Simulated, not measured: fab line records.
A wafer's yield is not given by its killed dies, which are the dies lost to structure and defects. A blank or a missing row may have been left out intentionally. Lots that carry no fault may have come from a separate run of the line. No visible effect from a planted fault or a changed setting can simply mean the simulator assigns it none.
Struck lot and sound lot, side by side || flow gf180mcu || 14 steps out of a route of 602
Sound: wafers L697.1, L697.2, L697.5. Struck: wafer L705.4 (left out: L705.3, a lot-mate that was not struck); the cause follows at the end.
For every step that has rows: the tool of each side, followed by ch and its chambers, followed by its first start. Under that, the readings that differ: sound wafers || struck wafers || difference of the means || sigmas: that difference in standard deviations of wafers without a fault.
alike: a reading whose means differ by less than 2 such deviations, as well as words and numbers matching on both sides. not compared: withheld readings; readings where some wafer has no value; bounds like >300 that might hide an equal value; numbers whose values overlap and for which the record gives no deviation.
Wherever a step has rows on one side only, a row that says differs or no value, or a row with sigmas, the two part there. When numbers do not overlap yet have no deviation, they are printed without sigmas and do not part them. Lack of a reading on every wafer of one side parts them only where that side has two or more wafers.

first, 3 steps without rows for these wafers: GF_V3_STRIP_18 (strips in O2/N2); GF_V3_STRIP_19 (strips in post etch residue remover, time 1200 s); GF_V3_CLEAN_20 (cleans in DIW).
GF_V3_SPUTTER_21: material Ti, target thk 15 nm, time 80.02 s.
  sound on pvd-sputter-01, day 23 06:41; struck on pvd-sputter-01, day 26 03:59
  alike: chamber-pressure-pa, throttle-valve-pct
GF_V3_SPUTTER_22: material TiN, target thk 10 nm, time 40 s.
  sound on pvd-sputter-01, day 23 06:44; struck on pvd-sputter-01, day 26 04:02
  alike: chamber-pressure-pa, throttle-valve-pct
GF_V3_CVD_23: deposits W, target thk 350 nm, time 104.9 s.
  sound on cvd-w-01 ch 0,1, day 23 06:47; struck on cvd-w-02 ch 1, day 26 04:07
  alike: heater-power-w
GF_V3_RS_MEAS_24: measures by four-point-probe.
  sound on film-metro-01, day 23 06:54; struck on film-metro-04, day 26 04:14
  alike: V3_W_RS
GF_V3_THK_MEAS_25: measures by xrf.
  sound on film-metro-01, day 23 07:01; struck on film-metro-04, day 26 04:20
  alike: V3_W_THK
then, 3 steps without rows for these wafers: GF_V3_CMP_26 (polishes, stops on SiO2, t overpolish 15 s, target thk 0 nm); GF_M4_SPUTTER_00 (material Ti, target thk 37.5 nm, time 150 s); GF_M4_SPUTTER_01 (material TiN, target thk 30 nm, time 25 s).
GF_M4_SPUTTER_02: material AlCu, target thk 450 nm, time 23.9 s.
  sound on pvd-sputter-02, day 23 07:31; struck on pvd-sputter-02, day 26 04:49
  alike: chamber-pressure-pa, throttle-valve-pct
GF_M4_SPUTTER_03: material Ti, target thk 10 nm, time 6.7 s.
  sound on pvd-sputter-02, day 23 07:32; struck on pvd-sputter-02, day 26 04:50
{"reading": "model.Ti_of_M4_SPUTTER_03.thk-nm (nm)", "sound": "9.954 9.764 9.729", "struck": 13.51, "difference": "+3.69", "sigmas": ""}
  alike: chamber-pressure-pa, throttle-valve-pct
GF_M4_SPUTTER_04: material TiN, target thk 50 nm, time 41.7 s.
  sound on pvd-sputter-02, day 23 07:34; struck on pvd-sputter-02, day 26 04:52
  alike: chamber-pressure-pa, throttle-valve-pct

== WHERE THEY PART ==
Nowhere in this record.

WHY: the cause the simulator had injected
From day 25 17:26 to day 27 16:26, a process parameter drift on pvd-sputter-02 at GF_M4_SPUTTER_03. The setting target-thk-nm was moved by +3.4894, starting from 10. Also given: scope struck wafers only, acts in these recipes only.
